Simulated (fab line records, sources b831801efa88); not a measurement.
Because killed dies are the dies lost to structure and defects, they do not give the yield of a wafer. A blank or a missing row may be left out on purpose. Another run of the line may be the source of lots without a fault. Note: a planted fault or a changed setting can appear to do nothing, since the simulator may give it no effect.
fab line records    flow sky130
record lots=13  wafers=39  last_day=50
route steps=708 shown CONTACT@433 METAL2@485 VIA3@575 PAD_OPEN@707
lots with no fault: from the same line, run without faults
start_h: the number of hours between the record's first day and the start of the first shown wafer of the lot    wait_h: hours since the lot's step before    " identical to the entry in the row above    L1.1+2: several wafers, shown together as one row    - no value, or no start given    * or withheld: withheld    < > ~ a bound
route shown NAME@n: a module of which the file shows steps, and the number in the route of the first    usual: the fault-free wafers' mean and standard deviation    same: alike in all rows    chamber/n: place in a boat    sites: the reading at each site    _std_site: standard deviation across them    _edge_site: inner sites' mean taken away from outer sites' mean    radius_mm: for every site, how far away it sits from the centre of the wafer    mask NAME#n: copy n    behind: the most recent tool/chamber to have shaped the wafer    hold: why the lot was held/for how many hours/how that ended    device: the transistor (n, p or np) that didn't switch    end of line: the tests these same wafers got at the end of their route    a step without rows: its recipe alone    killed: at the first sort, the dies lost to defects and structure; wafer yield is something else    map: per-die view of a wafer (x killed, . not killed, _ where there is no die)
set.NAME: the run value of the setting; set.NAME@STEP: its run value at that earlier step    model.NAME: the simulator's own value behind a step, which no gauge read
route steps across a sampled set of lots; one table per step, one row per wafer
services: a tool's chamber out of use, with start hour (start_h, from the record's first day; less than 0 if before it), hours out, and reason
## steps
# step SKY_CONTACT_CMP_27
# recipe stop_on=SiO2  t_overpolish_s=15  down_force_psi=3.5  platen_rpm=60  target_thk_nm=0  pad_velocity_m_s=0.94248
# usual motor_current_A=11.7/1.1  overpolish_run_s=14.999/0.0085  platen_rpm=59.99/0.038  time_to_endpoint_s=80/4.6
# same t_overpolish_s=15
lot.wafer  tool    chamber  start_h  wait_h  motor_current_A  overpolish_run_s  platen_rpm  time_to_endpoint_s
L550.4     cmp-01  3        742.54   0.0     12.1             14.994            59.95       78
L550.2     "       2        "        "       12.1             15.003            60.01       85
L550.6     "       3        "        "       11.9             15.000            60.01       77
L551.3     cmp-02  0        750.69   0.1     13.5             15.013            59.95       88
L551.1     "       1        "        "       11.7             15.007            60.01       80
L551.5     "       0        "        "       13.8             15.003            60.00       86
L552.1     cmp-02  3        767.33   0.1     9.9              15.002            59.97       73
L552.5     "       2        "        "       11.8             14.999            59.98       77
L552.6     "       3        "        "       9.4              15.003            59.93       75
L553.2     cmp-02  1        769.82   0.1     11.1             14.997            59.96       81
L553.1     "       2        "        "       11.3             14.995            59.97       74
L553.6     "       3        "        "       10.0             14.997            60.03       73
L554.3     cmp-01  0        772.15   0.0     11.0             15.004            59.99       83
L554.2     "       3        "        "       11.9             15.008            60.00       77
L554.5     "       0        "        "       10.4             15.006            59.97       80
L559.1     cmp-01  2        819.03   0.1     12.3             15.003            60.05       87
L559.6     "       2        "        "       12.0             14.993            59.98       88
L559.5     "       3        "        "       12.7             14.992            59.98       79
L565.1     cmp-01  2        853.18   0.1     12.6             15.010            59.97       84
L565.3     "       0        "        "       11.2             14.993            60.00       77
L565.5     "       2        "        "       11.4             14.987            60.03       81
L567.1     cmp-02  3        872.17   0.1     10.1             15.003            60.07       77
L567.5     "       1        "        "       11.1             15.010            60.03       83
L567.6     "       2        "        "       10.9             14.999            59.93       77
L568.3     cmp-01  2        875.74   0.1     11.5             15.000            59.98       85
L568.2     "       3        "        "       11.6             15.002            60.03       80
L568.5     "       2        "        "       12.1             15.003            59.99       83
L569.4     cmp-02  1        885.99   0.1     11.7             14.997            59.94       80
L569.5     "       3        "        "       10.1             14.995            59.99       76
L569.6     "       0        "        "       14.1             14.986            60.00       84
L570.1     cmp-01  0        893.20   0.1     11.0             14.992            59.98       74
L570.5     "       2        "        "       11.5             14.994            59.98       79
L570.6     "       3        "        "       12.1             14.996            60.01       74
L572.2     cmp-02  3        903.39   0.0     9.4              15.000            60.00       77
L572.3     "       1        "        "       11.5             14.996            60.03       82
L572.1     "       2        "        "       11.0             14.997            60.02       78
L573.4     cmp-01  3        910.75   0.1     12.1             14.992            60.04       80
L573.1     "       0        "        "       11.4             14.979            59.99       84
L573.6     "       2        "        "       12.6             14.989            59.91       85
# step SKY_METAL2_SPUTTER_02
# recipe material=AlCu  target_thk_nm=250  power_w=10600  time_s=13.3  chamber_pressure_pa=0.4
# usual throttle_valve_pct=30.3/1.1
lot.wafer  tool            chamber  start_h  wait_h  throttle_valve_pct
L550.2     pvd_sputter-01  -        799.76   0.0     31.8
L550.4     "               -        "        "       31.7
L550.6     "               -        "        "       31.4
L551.1     pvd_sputter-02  -        807.94   0.0     30.1
L551.3     "               -        "        "       30.9
L551.5     "               -        "        "       31.1
L552.1     pvd_sputter-01  -        824.83   0.0     31.6
L552.5     "               -        "        "       31.9
L552.6     "               -        "        "       29.2
L553.1     pvd_sputter-01  -        826.55   0.0     31.5
L553.2     "               -        "        "       31.9
L553.6     "               -        "        "       29.1
L554.2     pvd_sputter-04  -        829.41   0.0     29.8
L554.3     "               -        "        "       28.8
L554.5     "               -        "        "       29.8
L559.1     pvd_sputter-02  -        875.82   0.0     31.1
L559.5     "               -        "        "       30.9
L559.6     "               -        "        "       30.0
L565.1     pvd_sputter-02  -        908.63   0.0     29.9
L565.3     "               -        "        "       29.9
L565.5     "               -        "        "       28.8
L567.1     pvd_sputter-02  -        926.47   0.0     30.0
L567.5     "               -        "        "       29.8
L567.6     "               -        "        "       29.3
L568.2     pvd_sputter-01  -        929.35   0.0     29.1
L568.3     "               -        "        "       31.8
L568.5     "               -        "        "       31.9
L569.4     pvd_sputter-04  -        941.33   0.0     29.9
L569.5     "               -        "        "       30.7
L569.6     "               -        "        "       28.8
L570.1     pvd_sputter-01  -        946.00   0.0     31.8
L570.5     "               -        "        "       28.8
L570.6     "               -        "        "       31.9
L572.1     pvd_sputter-02  -        956.82   0.0     29.6
L572.2     "               -        "        "       29.2
L572.3     "               -        "        "       29.5
L573.1     pvd_sputter-02  -        963.77   0.0     31.0
L573.4     "               -        "        "       29.6
L573.6     "               -        "        "       30.0
# step SKY_VIA3_CMP_02
# recipe material=SiO2  down_force_psi=4  platen_rpm=60  pad_velocity_m_s=0.94248
# usual motor_current_A=12.7/1.2  platen_rpm=60.00/0.04
lot.wafer  tool    chamber  start_h  wait_h  motor_current_A  platen_rpm
L550.2     cmp-02  1        911.11   0.0     12.5             59.96
L550.4     "       2        "        "       12.3             60.00
L550.6     "       2        "        "       12.4             60.05
L551.3     cmp-01  0        916.55   0.1     12.7             59.98
L551.1     "       2        "        "       13.2             60.04
L551.5     "       0        "        "       12.3             59.98
L552.1     cmp-02  2        932.73   0.2     12.8             59.95
L552.5     "       3        "        "       10.9             59.99
L552.6     "       0        "        "       14.5             60.01
L553.1     cmp-02  1        936.23   0.1     12.5             59.98
L553.2     "       2        "        "       12.4             60.01
L553.6     "       3        "        "       11.1             60.02
L554.2     cmp-02  2        937.19   0.1     12.5             60.01
L554.3     "       3        "        "       10.7             60.01
L554.5     "       2        "        "       12.3             60.06
L559.1     cmp-01  3        981.50   0.2     13.1             60.01
L559.6     "       0        "        "       12.4             59.90
L559.5     "       1        "        "       13.2             59.96
L565.3     cmp-01  3        1010.16  0.0     12.4             60.01
L565.1     "       2        "        "       13.1             59.97
L565.5     "       3        "        "       13.3             60.01
L567.1     cmp-02  1        1027.32  0.1     12.3             59.98
L567.6     "       0        "        "       14.7             60.04
L567.5     "       1        "        "       12.7             59.98
L568.2     cmp-02  2        1030.82  0.0     12.3             60.04
L568.3     "       0        "        "       15.1             59.99
L568.5     "       3        "        "       10.8             60.02
L569.4     cmp-01  3        1039.75  0.0     12.5             59.99
L569.6     "       3        "        "       12.1             60.03
L569.5     "       0        "        "       12.1             60.01
L570.1     cmp-02  2        1045.89  0.1     12.6             60.06
L570.5     "       1        "        "       12.7             60.00
L570.6     "       2        "        "       12.4             59.98
L572.2     cmp-02  0        1054.34  0.1     14.9             60.10
L572.3     "       1        "        "       12.3             59.96
L572.1     "       2        "        "       12.9             59.94
L573.1     cmp-01  3        1062.19  0.1     12.8             60.01
L573.4     "       0        "        "       11.9             59.95
L573.6     "       3        "        "       13.4             59.98
# step SKY_PAD_OPEN_BOW_MEAS_13
# recipe mode=bow
# usual PAD_OPEN_BOW=48/8.7
lot.wafer  tool           chamber  start_h  wait_h  PAD_OPEN_BOW[um]
L550.2     film_metro-01  -        1084.31  -       50
L550.4     "              -        "        "       59
L550.6     "              -        "        "       54
L551.1     film_metro-01  -        1088.46  -       39
L551.3     "              -        "        "       56
L551.5     "              -        "        "       58
L552.1     film_metro-01  -        1100.29  -       59
L552.5     "              -        "        "       36
L552.6     "              -        "        "       45
L553.1     film_metro-02  -        1104.78  -       56
L553.2     "              -        "        "       41
L553.6     "              -        "        "       51
L554.2     film_metro-04  -        1108.86  -       27
L554.3     "              -        "        "       36
L554.5     "              -        "        "       19
L559.1     film_metro-01  -        1139.73  -       48
L559.5     "              -        "        "       43
L559.6     "              -        "        "       34
L565.1     film_metro-01  -        1163.94  -       47
L565.3     "              -        "        "       51
L565.5     "              -        "        "       50
L567.1     film_metro-04  -        1177.45  -       60
L567.5     "              -        "        "       39
L567.6     "              -        "        "       51
L568.2     film_metro-02  -        1180.42  -       50
L568.3     "              -        "        "       45
L568.5     "              -        "        "       67
L569.4     film_metro-01  -        1187.01  -       50
L569.5     "              -        "        "       43
L569.6     "              -        "        "       46
L570.1     film_metro-02  -        1192.00  -       36
L570.5     "              -        "        "       30
L570.6     "              -        "        "       43
L572.1     film_metro-01  -        1197.45  -       52
L572.2     "              -        "        "       41
L572.3     "              -        "        "       56
L573.1     film_metro-01  -        1201.64  -       50
L573.4     "              -        "        "       50
L573.6     "              -        "        "       49
# step SKY_PAD_OPEN_PROBE_99
# usual killed_at_M0_to_M3=45/6.9  killed_at_M4_up=3.1/1.7  killed_at_contacts=24/5.7  killed_at_front_end=15/4.6  killed_at_other=0.3/0.57  killed_dies=87/10  killed_on_rim=17/3.9  killed_open=48/7.4  killed_short=39/6.7
# same gross_dies=492  killed_at_back_side=0
lot.wafer  tool       chamber  start_h  wait_h  hold                      killed_at_M0_to_M3  killed_at_M4_up  killed_at_contacts  killed_at_front_end  killed_at_other  killed_dies  killed_on_rim  killed_open  killed_short
L550.2     prober-02  -        1084.46  0.1     -                         46                  4                25                  14                   0                89           21             44           45
L550.4     prober-02  -        1084.56  0.2     -                         51                  3                22                  13                   1                90           16             56           34
L550.6     prober-02  -        1084.66  0.2     -                         48                  4                24                  13                   0                89           16             56           33
L551.1     prober-01  -        1088.58  0.1     -                         48                  8                38                  15                   0                109          16             57           52
L551.3     prober-01  -        1088.68  0.2     -                         50                  7                25                  18                   0                100          18             48           52
L551.5     prober-01  -        1088.78  0.2     -                         43                  4                28                  15                   2                92           18             52           40
L552.1     prober-02  -        1100.41  0.1     -                         34                  7                29                  10                   0                80           14             39           41
L552.5     prober-02  -        1100.61  0.2     -                         52                  4                27                  15                   0                98           23             55           43
L552.6     prober-02  -        1100.66  0.2     -                         37                  4                21                  10                   0                72           14             38           34
L553.1     prober-01  -        1104.90  0.1     await_dispo/4.5h/release  50                  2                105                 11                   1                169          35             49           41
L553.2     prober-01  -        1104.95  0.1     await_dispo/4.5h/release  36                  4                38                  6                    0                84           15             53           31
L553.6     prober-01  -        1105.15  0.2     await_dispo/4.5h/release  46                  1                29                  19                   0                95           17             57           38
L554.2     prober-02  -        1109.01  0.1     -                         44                  1                22                  10                   1                78           13             33           45
L554.3     prober-02  -        1109.06  0.2     -                         50                  5                30                  18                   0                103          21             55           48
L554.5     prober-02  -        1109.16  0.2     -                         40                  2                24                  17                   0                83           13             40           43
L559.1     prober-02  -        1139.85  0.1     -                         41                  4                25                  8                    0                78           14             46           32
L559.5     prober-02  -        1140.05  0.2     -                         34                  5                25                  15                   0                79           16             44           35
L559.6     prober-02  -        1140.10  0.2     -                         48                  2                20                  17                   0                87           18             48           39
L565.1     prober-02  -        1164.06  0.1     -                         43                  2                36                  14                   0                95           10             57           38
L565.3     prober-02  -        1164.16  0.2     -                         38                  3                25                  13                   2                81           16             45           36
L565.5     prober-02  -        1164.26  0.2     -                         48                  2                24                  18                   0                92           20             56           36
L567.1     prober-02  -        1177.57  0.1     -                         48                  5                30                  16                   0                99           20             48           51
L567.5     prober-02  -        1177.77  0.2     -                         51                  2                27                  15                   1                96           17             56           40
L567.6     prober-02  -        1177.82  0.2     -                         59                  3                22                  14                   0                98           20             47           51
L568.2     prober-01  -        1180.57  0.1     -                         38                  4                26                  22                   1                91           14             47           44
L568.3     prober-01  -        1180.62  0.2     -                         44                  5                22                  20                   0                91           17             47           44
L568.5     prober-01  -        1180.72  0.2     -                         46                  4                25                  22                   0                97           20             54           43
L569.4     prober-02  -        1187.22  0.2     -                         41                  1                27                  2                    0                71           13             41           30
L569.5     prober-02  -        1187.27  0.2     -                         40                  2                32                  14                   0                88           14             48           40
L569.6     prober-02  -        1187.32  0.2     -                         42                  3                30                  16                   1                92           18             53           39
L570.1     prober-01  -        1192.12  0.1     -                         55                  3                22                  18                   0                98           10             54           44
L570.5     prober-01  -        1192.32  0.2     -                         47                  2                23                  10                   0                82           14             47           35
L570.6     prober-01  -        1192.37  0.2     -                         50                  2                25                  10                   0                87           24             49           38
L572.1     prober-01  -        1197.57  0.1     -                         38                  4                25                  16                   0                83           20             50           33
L572.2     prober-01  -        1197.62  0.1     -                         35                  6                28                  16                   0                85           20             53           32
L572.3     prober-01  -        1197.67  0.2     -                         53                  1                23                  25                   0                102          14             50           52
L573.1     prober-02  -        1201.76  0.1     -                         36                  5                20                  17                   0                78           18             39           39
L573.4     prober-02  -        1201.91  0.2     -                         43                  0                16                  12                   1                72           10             37           35
L573.6     prober-02  -        1202.01  0.2     -                         36                  1                24                  12                   2                75           15             38           37
# killed by level:class
L550.2 CONTACT:geometric_particle:short=11 CONTACT:geometric_particle:open=9 VIA1:geometric_particle:open=8 VIA2:geometric_particle:open=8 VIA3:geometric_particle:open=7 VIA1:geometric_particle:short=6 POLY_GATE:geometric_particle:short=5 METAL1:geometric_particle:short=5
L550.4 VIA1:geometric_particle:open=14 CONTACT:geometric_particle:open=10 VIA3:geometric_particle:open=8 VIA2:geometric_particle:open=7 FIELD_ISO:geometric_particle:open=6 LI_CONTACT:geometric_particle:open=6 METAL1:geometric_particle:short=6 FIELD_ISO:geometric_particle:short=4
L550.6 VIA1:geometric_particle:open=12 VIA3:geometric_particle:open=11 CONTACT:geometric_particle:open=10 FIELD_ISO:geometric_particle:open=7 VIA3:geometric_particle:short=6 METAL2:geometric_particle:short=5 LI_CONTACT:geometric_particle:open=5 CONTACT:geometric_particle:short=5
L551.1 VIA1:geometric_particle:open=16 LI_CONTACT:geometric_particle:open=12 CONTACT:geometric_particle:open=11 METAL1:geometric_particle:short=11 VIA3:geometric_particle:open=6 CONTACT:geometric_particle:short=6 METAL4:geometric_particle:short=6 LOCAL_INTERCONNECT:geometric_particle:short=5
L551.3 CONTACT:geometric_particle:open=11 FIELD_ISO:geometric_particle:short=10 VIA1:geometric_particle:open=9 METAL1:geometric_particle:short=7 METAL2:geometric_particle:short=7 LI_CONTACT:geometric_particle:open=4 METAL4:geometric_particle:open=4 VIA1:geometric_particle:short=4
L551.5 CONTACT:geometric_particle:open=12 VIA1:geometric_particle:open=11 VIA3:geometric_particle:open=10 CONTACT:geometric_particle:short=8 METAL1:geometric_particle:short=7 FIELD_ISO:geometric_particle:open=3 LI_CONTACT:geometric_particle:open=3 FIELD_ISO:geometric_particle:short=3
L552.1 CONTACT:geometric_particle:open=11 VIA1:geometric_particle:open=8 METAL4:geometric_particle:short=7 LOCAL_INTERCONNECT:geometric_particle:short=6 METAL1:geometric_particle:short=6 LI_CONTACT:geometric_particle:open=5 METAL2:geometric_particle:short=5 VIA2:geometric_particle:open=5
L552.5 CONTACT:geometric_particle:open=11 VIA1:geometric_particle:open=10 METAL1:geometric_particle:short=8 VIA3:geometric_particle:open=8 VIA2:geometric_particle:short=6 LI_CONTACT:geometric_particle:open=6 METAL2:geometric_particle:short=6 VIA2:geometric_particle:open=6
L552.6 VIA1:geometric_particle:open=11 VIA2:geometric_particle:open=8 CONTACT:geometric_particle:short=7 METAL1:geometric_particle:short=6 LI_CONTACT:geometric_particle:open=5 SPACER:geometric_particle:short=4 CONTACT:geometric_particle:open=4 VIA3:geometric_particle:open=4
L553.1 CONTACT:unspecified=79 CONTACT:geometric_particle:open=12 VIA2:geometric_particle:open=8 METAL1:geometric_particle:short=8 VIA1:geometric_particle:open=8 LI_CONTACT:geometric_particle:open=6 VIA3:geometric_particle:open=6 LOCAL_INTERCONNECT:geometric_particle:short=5
L553.2 CONTACT:geometric_particle:open=14 LI_CONTACT:geometric_particle:open=11 VIA1:geometric_particle:open=11 VIA3:geometric_particle:open=8 LOCAL_INTERCONNECT:geometric_particle:short=5 CONTACT:geometric_particle:short=5 VIA2:geometric_particle:open=4 METAL3:geometric_particle:short=4
L553.6 CONTACT:geometric_particle:open=10 VIA1:geometric_particle:open=9 VIA2:geometric_particle:open=9 FIELD_ISO:geometric_particle:open=8 METAL1:geometric_particle:short=8 VIA3:geometric_particle:open=8 FIELD_ISO:geometric_particle:short=7 LI_CONTACT:geometric_particle:open=6
L554.2 METAL2:geometric_particle:short=8 CONTACT:geometric_particle:open=7 METAL1:geometric_particle:short=7 VIA3:geometric_particle:short=7 VIA2:geometric_particle:open=6 LI_CONTACT:geometric_particle:open=4 LI_CONTACT:geometric_particle:short=4 LOCAL_INTERCONNECT:geometric_particle:short=4
L554.3 CONTACT:geometric_particle:open=13 VIA2:geometric_particle:open=9 VIA1:geometric_particle:open=7 LI_CONTACT:geometric_particle:open=6 VIA2:geometric_particle:short=6 METAL1:geometric_particle:short=6 VIA3:geometric_particle:open=6 LOCAL_INTERCONNECT:geometric_particle:short=5
L554.5 CONTACT:geometric_particle:open=9 VIA3:geometric_particle:open=7 POLY_GATE:geometric_particle:short=6 VIA1:geometric_particle:open=6 VIA2:geometric_particle:open=6 METAL2:geometric_particle:short=6 FIELD_ISO:geometric_particle:short=5 LI_CONTACT:geometric_particle:open=5
L559.1 VIA1:geometric_particle:open=13 CONTACT:geometric_particle:open=8 CONTACT:geometric_particle:short=6 VIA1:geometric_particle:short=6 METAL2:geometric_particle:short=6 VIA2:geometric_particle:open=6 LI_CONTACT:geometric_particle:open=5 LOCAL_INTERCONNECT:geometric_particle:short=5
L559.5 FIELD_ISO:geometric_particle:open=7 LI_CONTACT:geometric_particle:open=7 VIA1:geometric_particle:open=6 CONTACT:geometric_particle:open=6 METAL2:geometric_particle:short=6 VIA1:geometric_particle:short=5 VIA2:geometric_particle:open=5 LI_CONTACT:geometric_particle:short=4
L559.6 VIA1:geometric_particle:open=11 METAL1:geometric_particle:short=7 VIA3:geometric_particle:open=7 LI_CONTACT:geometric_particle:open=6 CONTACT:geometric_particle:open=6 FIELD_ISO:geometric_particle:short=5 FIELD_ISO:geometric_particle:open=5 METAL2:geometric_particle:short=5
L565.1 LI_CONTACT:geometric_particle:open=11 VIA1:geometric_particle:open=10 CONTACT:geometric_particle:open=10 VIA3:geometric_particle:open=7 VIA2:geometric_particle:open=7 FIELD_ISO:geometric_particle:short=5 METAL3:geometric_particle:short=5 LOCAL_INTERCONNECT:geometric_particle:open=5
L565.3 LI_CONTACT:geometric_particle:open=10 VIA1:geometric_particle:open=10 CONTACT:geometric_particle:open=6 VIA1:geometric_particle:short=6 VIA2:geometric_particle:open=5 FIELD_ISO:geometric_particle:open=4 LI_CONTACT:geometric_particle:short=4 LOCAL_INTERCONNECT:geometric_particle:short=4
L565.5 CONTACT:geometric_particle:open=12 VIA1:geometric_particle:open=12 VIA2:geometric_particle:open=8 LI_CONTACT:geometric_particle:open=6 METAL2:geometric_particle:short=6 FIELD_ISO:geometric_particle:short=5 VIA1:geometric_particle:short=5 FIELD_ISO:geometric_particle:open=4
L567.1 VIA1:geometric_particle:open=12 CONTACT:geometric_particle:open=8 LI_CONTACT:geometric_particle:open=6 LOCAL_INTERCONNECT:geometric_particle:short=6 METAL1:geometric_particle:short=6 POLY_GATE:geometric_particle:short=5 CONTACT:geometric_particle:short=5 VIA3:geometric_particle:open=5
L567.5 VIA1:geometric_particle:open=16 CONTACT:geometric_particle:open=13 LI_CONTACT:geometric_particle:open=9 METAL2:geometric_particle:short=7 VIA2:geometric_particle:open=5 VIA3:geometric_particle:open=5 FIELD_ISO:geometric_particle:open=4 POLY_GATE:geometric_particle:short=4
L567.6 VIA2:geometric_particle:open=12 METAL1:geometric_particle:short=11 CONTACT:geometric_particle:open=10 VIA1:geometric_particle:open=6 VIA3:geometric_particle:open=6 VIA3:geometric_particle:short=6 CONTACT:geometric_particle:short=5 METAL2:geometric_particle:short=5
L568.2 VIA3:geometric_particle:open=10 CONTACT:geometric_particle:open=8 VIA1:geometric_particle:open=7 CONTACT:geometric_particle:short=7 FIELD_ISO:geometric_particle:short=6 POLY_GATE:geometric_particle:open=5 FIELD_ISO:geometric_particle:open=4 POLY_GATE:geometric_particle:short=4
L568.3 VIA1:geometric_particle:open=11 CONTACT:geometric_particle:open=7 METAL1:geometric_particle:short=7 POLY_GATE:geometric_particle:short=6 POLY_GATE:geometric_particle:open=5 LOCAL_INTERCONNECT:geometric_particle:short=5 METAL2:geometric_particle:open=5 VIA3:geometric_particle:open=5
L568.5 VIA1:geometric_particle:open=15 CONTACT:geometric_particle:open=10 FIELD_ISO:geometric_particle:short=8 LI_CONTACT:geometric_particle:open=7 METAL2:geometric_particle:short=7 METAL1:geometric_particle:short=6 FIELD_ISO:geometric_particle:open=5 VIA3:geometric_particle:open=5
L569.4 LI_CONTACT:geometric_particle:open=12 CONTACT:geometric_particle:open=8 VIA2:geometric_particle:open=8 METAL2:geometric_particle:short=6 VIA1:geometric_particle:short=6 VIA1:geometric_particle:open=6 VIA3:geometric_particle:open=5 VIA3:geometric_particle:short=4
L569.5 CONTACT:geometric_particle:open=15 CONTACT:geometric_particle:short=9 VIA2:geometric_particle:open=9 VIA1:geometric_particle:open=7 LI_CONTACT:geometric_particle:open=6 METAL2:geometric_particle:short=6 POLY_GATE:geometric_particle:short=5 METAL1:geometric_particle:short=4
L569.6 VIA1:geometric_particle:open=10 CONTACT:geometric_particle:open=8 VIA2:geometric_particle:open=7 LI_CONTACT:geometric_particle:open=6 METAL2:geometric_particle:short=6 LI_CONTACT:geometric_particle:short=5 CONTACT:geometric_particle:short=5 VIA3:geometric_particle:open=5
L570.1 VIA1:geometric_particle:open=18 CONTACT:geometric_particle:open=9 VIA1:geometric_particle:short=6 VIA2:geometric_particle:open=6 POLY_GATE:geometric_particle:short=5 CONTACT:geometric_particle:short=5 VIA3:geometric_particle:open=5 FIELD_ISO:geometric_particle:open=4
L570.5 VIA1:geometric_particle:open=17 CONTACT:geometric_particle:open=11 CONTACT:geometric_particle:short=6 METAL1:geometric_particle:short=5 METAL2:geometric_particle:short=5 VIA2:geometric_particle:open=5 VIA3:geometric_particle:open=5 VIA3:geometric_particle:short=5
L570.6 VIA2:geometric_particle:open=10 VIA1:geometric_particle:open=9 CONTACT:geometric_particle:open=9 METAL2:geometric_particle:short=8 LI_CONTACT:geometric_particle:open=6 METAL1:geometric_particle:short=5 VIA1:geometric_particle:short=5 FIELD_ISO:geometric_particle:open=4
L572.1 CONTACT:geometric_particle:open=12 VIA2:geometric_particle:open=8 VIA1:geometric_particle:open=7 VIA3:geometric_particle:open=7 METAL2:geometric_particle:short=6 LI_CONTACT:geometric_particle:open=5 FIELD_ISO:geometric_particle:short=4 FIELD_ISO:geometric_particle:open=3
L572.2 VIA1:geometric_particle:open=13 LI_CONTACT:geometric_particle:open=10 CONTACT:geometric_particle:open=7 VIA3:geometric_particle:open=7 FIELD_ISO:geometric_particle:short=5 LOCAL_INTERCONNECT:geometric_particle:short=4 CONTACT:geometric_particle:short=4 METAL2:geometric_particle:open=4
L572.3 METAL2:geometric_particle:short=10 CONTACT:geometric_particle:short=9 FIELD_ISO:geometric_particle:open=8 VIA1:geometric_particle:open=8 VIA2:geometric_particle:open=8 CONTACT:geometric_particle:open=7 POLY_GATE:geometric_particle:short=6 METAL1:geometric_particle:short=6
L573.1 VIA1:geometric_particle:open=8 METAL2:geometric_particle:short=8 LI_CONTACT:geometric_particle:open=7 CONTACT:geometric_particle:open=7 FIELD_ISO:geometric_particle:open=6 METAL1:geometric_particle:short=6 FIELD_ISO:geometric_particle:short=4 VIA1:geometric_particle:short=4
L573.4 METAL1:geometric_particle:short=7 VIA2:geometric_particle:open=7 LI_CONTACT:geometric_particle:open=6 VIA1:geometric_particle:short=6 CONTACT:geometric_particle:short=4 CONTACT:geometric_particle:open=4 METAL2:geometric_particle:short=4 VIA3:geometric_particle:short=4
L573.6 VIA1:geometric_particle:open=11 CONTACT:geometric_particle:open=8 LI_CONTACT:geometric_particle:open=7 FIELD_ISO:geometric_particle:short=4 LOCAL_INTERCONNECT:geometric_particle:short=4 METAL1:geometric_particle:short=4 VIA2:geometric_particle:open=4 METAL3:geometric_particle:short=4
## services
tool            chamber  start_h  hours  kind
cmp-02          -        735.17   1.9    repair
cmp-01          -        736.00   1.0    repair
cmp-01          -        744.33   4.0    pm
cmp-01          -        748.33   7.8    pm
pvd_sputter-02  -        819.48   4.2    repair
cmp-01          -        837.09   6.3    pm
cmp-02          -        839.33   0.5    repair
cmp-01          -        846.65   2.5    repair
cmp-01          -        851.60   1.3    repair
cmp-02          -        866.45   0.8    repair
cmp-02          -        870.16   0.2    repair
cmp-02          -        891.69   0.5    repair
pvd_sputter-01  -        906.76   4.3    repair
cmp-02          -        912.00   4.0    pm
cmp-01          -        913.18   1.4    repair
cmp-02          -        960.89   23.7   pm
pvd_sputter-02  -        971.06   2.7    repair
pvd_sputter-01  -        990.27   3.0    repair
cmp-02          -        991.10   9.3    repair
pvd_sputter-02  -        994.42   3.8    repair
pvd_sputter-02  -        1002.90  4.4    repair
cmp-02          -        1010.09  7.9    pm
pvd_sputter-02  -        1019.95  2.1    repair
cmp-01          -        1056.83  1.6    repair
## key
first_sign step=SKY_PAD_OPEN_PROBE_99  reading=killed_at_contacts  direction=up  sigmas=14  usual=24  struck=105
effect step=SKY_PAD_OPEN_PROBE_99  reading=killed_dies  direction=up  sigmas=8.1  usual=87  struck=169
met_at SKY_CONTACT_CMP_27
struck_lots L553
struck_wafers L553.1
tester_left_out L553
not_acting_at SKY_METAL2_SPUTTER_02,SKY_VIA3_CMP_02,SKY_PAD_OPEN_BOW_MEAS_13
onset_between 767.33 769.82
fault kind=chamber_particle_source  tool=cmp-02  chamber=2  onset_h=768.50  steps=SKY_CONTACT_CMP_27  rate_per_visit_cm2=0.44779  end_h=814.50
# tester_left_out: of these lots the tester's yield and bins aren't shown, on N5 and GAA mostly nor the transistor test; their killed dies are dies lost to structure and defects alone, not to doping, threshold or leakage, so they don't give the yield
